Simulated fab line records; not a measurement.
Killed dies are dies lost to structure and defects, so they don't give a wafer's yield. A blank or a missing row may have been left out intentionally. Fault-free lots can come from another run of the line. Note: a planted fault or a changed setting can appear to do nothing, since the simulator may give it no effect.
Matching of chambers -- flow sky130 -- 4 sister chambers for SKY_VIA3_CMP_02 on cmp-01
The step polishes SiO2. 4 wafers are shown with their chamber, then 8 later ones without.

== WAFERS WITH THEIR CHAMBER ==
wafer,chamber,motorCurrentA (A)
L281.3,1,11.3
L284.1,0,12.6
L284.2,3,9.8
L285.5,2,12.5

== WAFERS WHOSE CHAMBER IS MISSING ==
wafer,motorCurrentA (A)
L285.6,11.9
L294.1,12.8
L294.4,12.1
L295.1,10.2
L295.4,12.9
L298.1,10.9
L298.2,13.1
L298.5,10.2

== WHICH CHAMBER EACH WENT THROUGH ==
wafer,from the rows above,in truth
L285.6,can't be placed: 1 or 2 or 0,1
L294.1,can't be placed: 0 or 2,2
L294.4,can't be placed: 2 or 0 or 1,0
L295.1,can't be placed: 3 or 1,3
L295.4,can't be placed: 0 or 2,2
L298.1,can't be placed: 1 or 3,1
L298.2,can't be placed: 0 or 2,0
L298.5,can't be placed: 3 or 1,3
0 of 8 placed correctly. Cannot be placed on the basis of these rows: 8; the candidates contain the true chamber in 8. 0 placed wrongly.
How it was worked out, from the rows above alone: a wafer's distance from a chamber is the root of the sum, over the readings, of the square of ((its reading less the chamber's mean) divided by the reading's scatter). The wafer belongs to the nearest chamber; if the next one is less than 2 further off, it can't be placed. For every chamber, the mean is computed from those of its wafers that are shown. The scatter: with one shown wafer a chamber, the root of the mean of the squares of how far each hidden wafer lies from its nearest shown one.
